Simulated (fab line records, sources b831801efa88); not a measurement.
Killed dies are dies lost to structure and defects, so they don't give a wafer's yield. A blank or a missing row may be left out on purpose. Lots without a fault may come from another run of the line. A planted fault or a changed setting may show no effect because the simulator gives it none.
fab line records | flow gf180mcu
record lots=14 wafers=42 last_day=34
route steps=602 shown V5@543 TOP_METAL@571
lots that met no fault: from a run of the same line without faults
start_h: hours from the record's first day to the start of the lot's first wafer shown | wait_h: hours since the lot's step before | " the same as in the row above | L1.1+2: a row that stands for several wafers | - no value, or no start given | * or withheld: withheld | < > ~ a bound
route shown NAME@n: a module of which the file shows steps, and the number in the route of the first | usual: mean/standard deviation of fault-free wafers | same: alike in all rows | chamber/n: place in a boat | sites: the reading at each site | _std_site: their standard deviation | _edge_site: outer sites' mean less inner sites' | radius_mm: how far each site lies from the wafer's centre | mask NAME#n: copy n | behind: the tool/chamber that last shaped the wafer | hold: why the lot was held/for how many hours/how that ended | device: the transistor (n, p or np) that didn't switch | end of line: the same wafers' tests at the end of the route | a step without rows: its recipe alone | killed: dies lost to structure and defects at the first sort, not the wafer's yield | map: a wafer's dies, x killed, . not, _ none there
set.NAME: the setting as run; set.NAME@STEP: as run at that earlier step | model.NAME: the simulator's own value behind a step, which no gauge read
steps of the route over a sample of lots; a table a step, a row a wafer
services: from which hour (start_h, from the record's first day; less than 0 if before it) a tool's chamber was out of use, for how many hours, and why
## steps
# step GF_V5_THK_MEAS_03
# recipe reads=SiO2_of_V5_CVD_02
# usual V5_CVD_02_THK=1456/18
# columns lot.wafer tool chamber start_h wait_h V5_CVD_02_THK[nm]
L831.1 film_metro-01 - 606.74 0.1 1440
L831.4 " - " " 1472
L831.6 " - " " 1452
L832.2 film_metro-02 - 615.43 0.1 1447
L832.3 " - " " 1459
L832.6 " - " " 1473
L834.1 film_metro-01 - 637.06 0.1 1462
L834.5 " - " " 1489
L834.6 " - " " 1470
L837.2 film_metro-03 - 668.57 0.1 1453
L837.5 " - " " 1477
L837.6 " - " " 1487
L840.1 film_metro-01 - 698.20 0.1 1422
L840.2 " - " " 1417
L840.4 " - " " 1469
L841.1 film_metro-03 - 706.52 0.1 1438
L841.2 " - " " 1457
L841.6 " - " " 1470
L843.1 film_metro-03 - 708.18 0.1 1437
L843.3 " - " " 1426
L843.6 " - " " 1437
L846.1 film_metro-03 - 736.05 0.1 1423
L846.2 " - " " 1438
L846.6 " - " " 1469
L848.1 film_metro-03 - 737.08 0.1 1433
L848.3 " - " " 1430
L848.6 " - " " 1456
L850.1 film_metro-03 - 743.27 0.1 1455
L850.2 " - " " 1439
L850.5 " - " " 1472
L849.1 film_metro-03 - 747.39 0.1 1450
L849.3 " - " " 1444
L849.4 " - " " 1480
L851.1 film_metro-01 - 754.12 0.1 1420
L851.4 " - " " 1453
L851.6 " - " " 1478
L852.2 film_metro-01 - 759.01 0.1 1450
L852.4 " - " " 1466
L852.6 " - " " 1460
L853.3 film_metro-02 - 765.30 0.1 1416
L853.5 " - " " 1433
L853.6 " - " " 1470
# step GF_V5_CVD_23
# recipe material=W target_thk_nm=350 time_s=104.9 temp_c=400 pressure_torr=40
# usual heater_power_w=914/82
# columns lot.wafer tool chamber start_h wait_h heater_power_w
L831.1 cvd_w-01 1 628.60 0.0 904
L831.4 " 0 " " 1037
L831.6 " 0 " " 1036
L832.2 cvd_w-02 0 636.89 0.0 901
L832.3 " 0 " " 902
L832.6 " 0 " " 891
L834.1 cvd_w-02 0 658.35 0.0 889
L834.5 " 1 " " 819
L834.6 " 0 " " 885
L837.2 cvd_w-01 0 688.97 0.0 1072
L837.5 " 1 " " 876
L837.6 " 0 " " 1032
L840.1 cvd_w-02 1 717.32 0.0 809
L840.2 " 0 " " 900
L840.4 " 0 " " 920
L841.1 cvd_w-02 1 726.21 0.0 830
L841.2 " 0 " " 894
L841.6 " 0 " " 917
L843.1 cvd_w-02 1 727.54 0.0 821
L843.3 " 0 " " 934
L843.6 " 0 " " 910
L846.1 cvd_w-01 0 753.87 0.0 1060
L846.2 " 1 " " 908
L846.6 " 0 " " 1065
L848.1 cvd_w-01 1 755.10 0.0 902
L848.3 " 1 " " 877
L848.6 " 0 " " 1039
L850.1 cvd_w-02 1 762.05 0.0 842
L850.2 " 0 " " 903
L850.5 " 1 " " 845
L849.1 cvd_w-02 1 765.61 0.0 831
L849.3 " 0 " " 909
L849.4 " 1 " " 804
L851.1 cvd_w-01 0 771.92 0.0 1048
L851.4 " 0 " " 1055
L851.6 " 0 " " 1072
L852.2 cvd_w-01 1 776.51 0.0 874
L852.4 " 0 " " 1089
L852.6 " 1 " " 881
L853.3 cvd_w-01 1 782.40 0.1 894
L853.5 " 0 " " 1049
L853.6 " 1 " " 901
# step GF_TOP_METAL_SPUTTER_04
# recipe material=TiN target_thk_nm=25 power_w=6500 time_s=20.8 chamber_pressure_pa=0.4
# usual throttle_valve_pct=29.6/0.96
# columns lot.wafer tool chamber start_h wait_h throttle_valve_pct
L831.1 pvd_sputter-01 - 629.39 0.0 28.8
L831.4 " - " " 30.8
L831.6 " - " " 30.9
L832.2 pvd_sputter-03 - 637.68 0.0 28.2
L832.3 " - " " 29.4
L832.6 " - " " 30.6
L834.1 pvd_sputter-03 - 659.15 0.0 30.8
L834.5 " - " " 28.4
L834.6 " - " " 28.8
L837.2 pvd_sputter-02 - 689.76 0.0 28.9
L837.5 " - " " 28.6
L837.6 " - " " 30.2
L840.1 pvd_sputter-02 - 718.10 0.0 28.6
L840.2 " - " " 28.7
L840.4 " - " " 31.0
L841.1 pvd_sputter-02 - 726.99 0.0 28.7
L841.2 " - " " 30.1
L841.6 " - " " 30.0
L843.1 pvd_sputter-02 - 728.32 0.0 28.4
L843.3 " - " " 28.7
L843.6 " - " " 28.4
L846.1 pvd_sputter-03 - 754.66 0.0 28.4
L846.2 " - " " 28.8
L846.6 " - " " 29.4
L848.1 pvd_sputter-01 - 755.89 0.0 28.8
L848.3 " - " " 31.0
L848.6 " - " " 30.4
L850.1 pvd_sputter-03 - 762.84 0.0 30.9
L850.2 " - " " 29.6
L850.5 " - " " 30.5
L849.1 pvd_sputter-02 - 766.43 0.0 28.6
L849.3 " - " " 29.9
L849.4 " - " " 29.8
L851.1 pvd_sputter-02 - 772.72 0.0 30.2
L851.4 " - " " 29.0
L851.6 " - " " 30.0
L852.2 pvd_sputter-03 - 777.30 0.0 29.6
L852.4 " - " " 29.0
L852.6 " - " " 28.5
L853.3 pvd_sputter-02 - 783.15 0.0 30.9
L853.5 " - " " 28.6
L853.6 " - " " 29.9
# step GF_TOP_METAL_DEVELOP_13
# recipe develop_time_s=60 dev_temp_c=23
# usual chill_plate_temp_C=22.99/0.099 develop_time_s=60/0
# columns lot.wafer tool chamber start_h wait_h chill_plate_temp_C develop_time_s
L831.1 litho_track-02 0 649.33 0.1 23.20 60
L831.4 " 0 " " 23.05 60
L831.6 " 0 " " 23.16 60
L832.2 litho_track-04 0 657.38 0.1 23.09 60
L832.3 " 0 " " 23.14 60
L832.6 " 0 " " 23.06 60
L834.1 litho_track-04 0 678.06 0.1 23.02 60
L834.5 " 0 " " 23.19 60
L834.6 " 0 " " 22.96 60
L837.2 litho_track-04 0 707.88 0.1 22.92 60
L837.5 " 0 " " 22.95 60
L837.6 " 0 " " 22.77 60
L840.1 litho_track-02 0 734.93 0.1 22.82 60
L840.2 " 0 " " 22.77 60
L840.4 " 0 " " 23.09 60
L841.1 litho_track-04 0 744.01 0.1 22.89 60
L841.2 " 0 " " 22.91 60
L841.6 " 0 " " 22.84 60
L843.1 litho_track-02 0 745.13 0.1 22.90 60
L843.3 " 0 " " 22.97 60
L843.6 " 0 " " 23.03 60
L846.1 litho_track-01 - 771.36 0.1 - -
L846.2 " - " " - -
L846.6 " - " " - -
L848.1 litho_track-02 - 772.38 0.1 - -
L848.3 " - " " - -
L848.6 " - " " - -
L850.1 litho_track-02 0 778.93 0.1 22.87 60
L850.2 " 0 " " 22.88 60
L850.5 " 0 " " 22.89 60
L849.1 litho_track-02 0 782.53 0.1 22.83 60
L849.3 " 0 " " 22.96 60
L849.4 " 0 " " 22.93 60
L851.1 litho_track-01 0 788.51 0.1 23.15 60
L851.4 " 0 " " 22.97 60
L851.6 " 0 " " 22.81 60
L852.2 litho_track-01 0 792.79 0.1 23.02 60
L852.4 " 0 " " 22.94 60
L852.6 " 0 " " 22.99 60
L853.3 litho_track-02 0 798.38 0.1 23.07 60
L853.5 " 0 " " 23.02 60
L853.6 " 0 " " 22.91 60
## services
# columns tool chamber start_h hours kind
cvd_w-01 - 604.75 0.3 repair
cvd_w-01 0 631.25 12.5 repair
pvd_sputter-01 - 648.02 6.2 repair
pvd_sputter-03 - 719.13 13.7 repair
pvd_sputter-02 - 745.29 5.4 repair
cvd_w-02 - 766.92 14.6 pm
pvd_sputter-02 - 793.78 6.4 repair
## key
first_sign step=GF_TOP_METAL_DEVELOP_13 reading=tool_record direction=missing
effect none on later readings
met_at GF_TOP_METAL_DEVELOP_13
struck_lots L846,L848
later_rows_left_out L846.1,L846.2,L846.6,L848.1,L848.3,L848.6
sort_left_out L846.1,L846.2,L846.6,L848.1,L848.3,L848.6
not_acting_at GF_V5_THK_MEAS_03,GF_V5_CVD_23,GF_TOP_METAL_SPUTTER_04
onset_between 745.13 771.36
fault kind=skipped_step_whole tool=litho_track-01,litho_track-02 chamber=- onset_h=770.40 steps=GF_TOP_METAL_DEVELOP_13 scope=struck_lots_only
# sort_left_out: the simulated sort isn't trusted on such a fault, so these wafers' sort isn't shown, and their yield isn't known
# later_rows_left_out: the simulator's readings of these wafers behind a module that went badly wrong aren't trusted and aren't shown, but for the sort
